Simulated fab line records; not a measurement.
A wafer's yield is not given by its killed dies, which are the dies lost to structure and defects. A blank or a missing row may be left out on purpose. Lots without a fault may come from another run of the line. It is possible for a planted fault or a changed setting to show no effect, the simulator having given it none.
fab line records	flow sky130
record: lots: 13	wafers: 38	last_day: 49
route steps=708 shown METAL2@484 VIA3@593 METAL5@661 PAD_OPEN@708
lots that met no fault: taken from a fault-free run of the same line
start_h: the number of hours between the record's first day and the start of the first shown wafer of the lot	wait_h: how many hours have passed since the lot's step before this one	" repeats the value in the row above	L1.1+2: a single row standing in for several wafers	- no value, or no start was given	* or withheld: withheld	< > ~ a bound
route shown NAME@n: NAME is a module with steps in the file, n the number in the route of the first one	usual: mean/standard deviation taken from wafers without a fault	same: alike in all rows	chamber/n: place in a boat	sites: the reading at each site	_std_site: standard deviation across them	_edge_site: mean of outer sites minus mean of inner sites	radius_mm: for every site, how far away it sits from the centre of the wafer	mask NAME#n: copy n	behind: the most recent tool/chamber to have shaped the wafer	hold: why the lot was held/for how many hours/how that ended	device: transistor that didn't switch, given as n, p or np	end of line: tests run on the same wafers once the route is complete	where a step has no rows: the recipe by itself	killed: not the wafer's yield, but the dies lost to structure and defects at the first sort	map: shows each die of a wafer: x if killed, . if not, _ if none is there
set.NAME: setting as actually run; set.NAME@STEP: the setting as run at that earlier step	model.NAME: the simulator's own value behind a step, which no gauge read
steps of the route over a sample of lots; a table a step, a row a wafer
services: a tool's chamber out of use, with start hour (start_h, from the record's first day; less than 0 if before it), hours out, and reason
== steps ==
step: SKY_METAL2_SPUTTER_01
recipe: material: TiN	target_thk_nm: 20	power_w: 6500	time_s: 16.7	chamber_pressure_pa: 0.4
usual: throttle_valve_pct: 30.5/0.79
lot.wafer	tool	chamber	start_h	wait_h	throttle_valve_pct
L190.2	pvd_sputter-02	-	796.62	0.0	31.4
L190.4	"	-	"	"	30.3
L190.5	"	-	"	"	31.5
L192.1	pvd_sputter-01	-	810.61	0.0	30.3
L192.3	"	-	"	"	31.8
L192.5	"	-	"	"	31.8
L193.1	pvd_sputter-02	-	813.89	0.0	30.2
L193.4	"	-	"	"	31.3
L193.6	"	-	"	"	29.8
L195.1	pvd_sputter-02	-	840.70	0.0	30.0
L195.3	"	-	"	"	31.3
L195.5	"	-	"	"	30.2
L196.1	pvd_sputter-02	-	851.20	0.0	31.3
L196.4	"	-	"	"	30.7
L196.6	"	-	"	"	30.6
L198.1	pvd_sputter-02	-	868.33	0.0	30.0
L198.2	"	-	"	"	30.7
L198.5	"	-	"	"	31.1
L200.2	pvd_sputter-01	-	880.59	0.0	31.6
L200.4	"	-	"	"	30.1
L200.6	"	-	"	"	30.0
L199.2	pvd_sputter-02	-	882.05	0.0	30.5
L199.4	"	-	"	"	30.3
L199.6	"	-	"	"	30.6
L201.2	pvd_sputter-01	-	888.08	0.0	29.2
L201.4	"	-	"	"	31.8
L201.5	"	-	"	"	28.8
L202.4	pvd_sputter-02	-	891.15	0.0	31.2
L202.6	"	-	"	"	30.3
L206.2	pvd_sputter-02	-	919.81	0.0	30.0
L206.4	"	-	"	"	31.4
L206.6	"	-	"	"	31.3
L208.4	pvd_sputter-03	-	928.60	0.0	31.6
L208.5	"	-	"	"	31.4
L208.6	"	-	"	"	29.2
L210.1	pvd_sputter-01	-	936.48	0.0	29.3
L210.4	"	-	"	"	29.9
L210.5	"	-	"	"	29.9
step: SKY_VIA3_SPUTTER_20
recipe: material: TiN	target_thk_nm: 20	chamber_pressure_pa: 5	power_w: 4000	time_s: 80
usual: throttle_valve_pct: 30.6/0.98
lot.wafer	tool	chamber	start_h	wait_h	throttle_valve_pct
L190.2	pvd_sputter-02	-	933.06	0.0	29.9
L190.4	"	-	"	"	31.5
L190.5	"	-	"	"	29.7
L192.1	pvd_sputter-01	-	946.50	0.0	31.8
L192.3	"	-	"	"	30.3
L192.5	"	-	"	"	30.2
L193.1	pvd_sputter-01	-	947.76	0.0	30.6
L193.4	"	-	"	"	29.1
L193.6	"	-	"	"	31.9
L195.1	pvd_sputter-02	-	974.43	0.0	30.1
L195.3	"	-	"	"	30.7
L195.5	"	-	"	"	31.5
L196.1	pvd_sputter-03	-	983.17	0.0	31.4
L196.4	"	-	"	"	29.1
L196.6	"	-	"	"	31.3
L198.1	pvd_sputter-02	-	998.55	0.0	30.1
L198.2	"	-	"	"	29.8
L198.5	"	-	"	"	30.0
L200.2	pvd_sputter-03	-	1008.57	0.0	29.3
L200.4	"	-	"	"	31.5
L200.6	"	-	"	"	31.7
L199.2	pvd_sputter-01	-	1010.09	0.0	31.7
L199.4	"	-	"	"	29.1
L199.6	"	-	"	"	29.0
L201.2	pvd_sputter-02	-	1019.49	0.0	31.5
L201.4	"	-	"	"	29.6
L201.5	"	-	"	"	30.0
L202.4	pvd_sputter-03	-	1019.80	0.0	28.7
L202.6	"	-	"	"	31.8
L206.2	pvd_sputter-01	-	1045.02	0.0	30.2
L206.4	"	-	"	"	32.0
L206.6	"	-	"	"	30.3
L208.4	pvd_sputter-03	-	1053.80	0.0	29.1
L208.5	"	-	"	"	32.0
L208.6	"	-	"	"	31.1
L210.1	pvd_sputter-03	-	1059.62	0.0	29.1
L210.4	"	-	"	"	31.4
L210.5	"	-	"	"	31.6
step: SKY_VIA3_THK_MEAS_23
recipe: thk_meas_gauge: xrf	reads: W_of_VIA3_CVD_21
usual: VIA3_W_THK: 383/5.5
lot.wafer	tool	chamber	start_h	wait_h	VIA3_W_THK[nm]
L190.2	film_metro-01	-	933.37	0.1	379
L190.4	"	-	"	"	385
L190.5	"	-	"	"	383
L192.1	film_metro-03	-	946.84	0.1	387
L192.3	"	-	"	"	379
L192.5	"	-	"	"	386
L193.1	film_metro-04	-	948.06	0.1	383
L193.4	"	-	"	"	389
L193.6	"	-	"	"	386
L195.1	film_metro-03	-	974.73	0.1	377
L195.3	"	-	"	"	380
L195.5	"	-	"	"	384
L196.1	film_metro-03	-	983.48	0.1	371
L196.4	"	-	"	"	377
L196.6	"	-	"	"	377
L198.1	film_metro-03	-	998.85	0.1	388
L198.2	"	-	"	"	391
L198.5	"	-	"	"	384
L200.2	film_metro-03	-	1008.88	0.1	378
L200.4	"	-	"	"	386
L200.6	"	-	"	"	382
L199.2	film_metro-03	-	1010.41	0.1	383
L199.4	"	-	"	"	384
L199.6	"	-	"	"	385
L201.2	film_metro-03	-	1019.81	0.1	380
L201.4	"	-	"	"	387
L201.5	"	-	"	"	380
L202.4	film_metro-03	-	1020.14	0.1	384
L202.6	"	-	"	"	378
L206.2	film_metro-03	-	1045.34	0.1	382
L206.4	"	-	"	"	379
L206.6	"	-	"	"	381
L208.4	film_metro-03	-	1054.11	0.1	376
L208.5	"	-	"	"	386
L208.6	"	-	"	"	381
L210.1	film_metro-03	-	1059.92	0.1	390
L210.4	"	-	"	"	386
L210.5	"	-	"	"	390
step: SKY_METAL5_SPUTTER_00
recipe: material: Ti	target_thk_nm: 15	power_w: 3000	time_s: 10	chamber_pressure_pa: 0.4
usual: throttle_valve_pct: 30.6/0.85
lot.wafer	tool	chamber	start_h	wait_h	throttle_valve_pct
L190.2	pvd_sputter-01	-	1006.90	0.2	29.2
L190.4	"	-	"	"	30.1
L190.5	"	-	"	"	31.6
L192.1	pvd_sputter-01	-	1021.60	0.1	30.2
L192.3	"	-	"	"	29.3
L192.5	"	-	"	"	31.6
L193.1	pvd_sputter-02	-	1024.58	0.1	30.1
L193.4	"	-	"	"	29.8
L193.6	"	-	"	"	30.2
L195.1	pvd_sputter-02	-	1048.48	0.1	30.7
L195.3	"	-	"	"	31.2
L195.5	"	-	"	"	30.6
L196.1	pvd_sputter-02	-	1055.88	0.1	30.5
L196.4	"	-	"	"	30.3
L196.6	"	-	"	"	30.5
L198.1	pvd_sputter-02	-	1071.92	0.1	30.3
L198.2	"	-	"	"	30.8
L198.5	"	-	"	"	29.8
L200.2	pvd_sputter-03	-	1078.66	0.2	31.8
L200.4	"	-	"	"	31.1
L200.6	"	-	"	"	31.8
L199.2	pvd_sputter-02	-	1080.77	0.1	30.0
L199.4	"	-	"	"	30.1
L199.6	"	-	"	"	29.9
L201.2	pvd_sputter-01	-	1088.78	0.2	30.3
L201.4	"	-	"	"	29.1
L201.5	"	-	"	"	29.9
L202.4	pvd_sputter-03	-	1089.61	0.1	29.2
L202.6	"	-	"	"	31.8
L206.2	pvd_sputter-02	-	1112.49	0.2	30.1
L206.4	"	-	"	"	30.6
L206.6	"	-	"	"	30.5
L208.4	pvd_sputter-01	-	1119.75	0.1	29.1
L208.5	"	-	"	"	30.1
L208.6	"	-	"	"	29.1
L210.1	pvd_sputter-03	-	1124.52	0.2	29.0
L210.4	"	-	"	"	31.5
L210.5	"	-	"	"	32.0
step: SKY_PAD_OPEN_PROBE_99
usual: killed_at_M0_to_M3: 43/6.3	killed_at_M4_up: 3.0/1.6	killed_at_contacts: 25/5	killed_at_front_end: 15/4.4	killed_at_other: 0.3/0.8	killed_dies: 85/8.7	killed_open: 47/6.9	killed_short: 38/6.3
same: gross_dies: 492	killed_at_back_side: 0
lot.wafer	tool	chamber	start_h	wait_h	killed_at_M0_to_M3	killed_at_M4_up	killed_at_contacts	killed_at_front_end	killed_at_other	killed_dies	killed_open	killed_short
L206.2	prober-01	-	1171.86	0.1	78	4	26	7	0	115	43	27
L206.4	prober-01	-	1171.96	0.2	73	1	21	7	0	102	43	30
L206.6	prober-01	-	1172.06	0.2	74	2	30	14	0	120	51	37
killed by level:class
L206.2 METAL2:unspecified=45 CONTACT:geometric_particle:open=12 LI_CONTACT:geometric_particle:open=6 VIA1:geometric_particle:open=6 METAL2:geometric_particle:short=5 VIA2:geometric_particle:open=4 VIA3:geometric_particle:open=4 LOCAL_INTERCONNECT:geometric_particle:short=3
L206.4 METAL2:unspecified=29 VIA1:geometric_particle:open=10 VIA2:geometric_particle:open=9 LI_CONTACT:geometric_particle:short=6 LI_CONTACT:geometric_particle:open=5 CONTACT:geometric_particle:short=5 VIA3:geometric_particle:open=5 VIA1:geometric_particle:short=4
L206.6 METAL2:unspecified=32 CONTACT:geometric_particle:open=13 VIA1:geometric_particle:open=9 METAL2:geometric_particle:short=6 LI_CONTACT:geometric_particle:open=5 VIA2:geometric_particle:open=5 VIA3:geometric_particle:short=5 FIELD_ISO:geometric_particle:open=4
== services ==
tool	chamber	start_h	hours	kind
pvd_sputter-03	-	849.39	10.7	repair
pvd_sputter-01	-	920.85	1.1	repair
pvd_sputter-02	-	942.61	2.5	repair
pvd_sputter-01	-	967.00	1.4	repair
== key ==
first_sign: step: SKY_PAD_OPEN_PROBE_99	reading: killed_at_M0_to_M3	direction: up	sigmas: 5.1	usual: 43	struck: 75
effect: step: SKY_PAD_OPEN_PROBE_99	reading: killed_dies	direction: up	sigmas: 3.1	usual: 85	struck: 112
met_at SKY_METAL2_SPUTTER_01
struck_lots L206
tester_left_out L206
not_acting_at SKY_VIA3_SPUTTER_20,SKY_VIA3_THK_MEAS_23,SKY_METAL5_SPUTTER_00
onset_between 891.15 919.81
earlier_fault: kind: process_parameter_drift	tool: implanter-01	chamber: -	onset_h: 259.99	steps: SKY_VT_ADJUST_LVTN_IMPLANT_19	channel: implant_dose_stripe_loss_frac	offset: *	shape: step	end_h: 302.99
fault: kind: chamber_particle_source	tool: pvd_sputter-02	chamber: -	onset_h: 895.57	steps: SKY_METAL2_SPUTTER_01	rate_per_visit_cm2: 0.57922
tester_left_out: of these lots the tester's yield and bins aren't shown, on N5 and GAA mostly nor the transistor test; their killed dies are dies lost to structure and defects alone, not to doping, threshold or leakage, so they don't give the yield
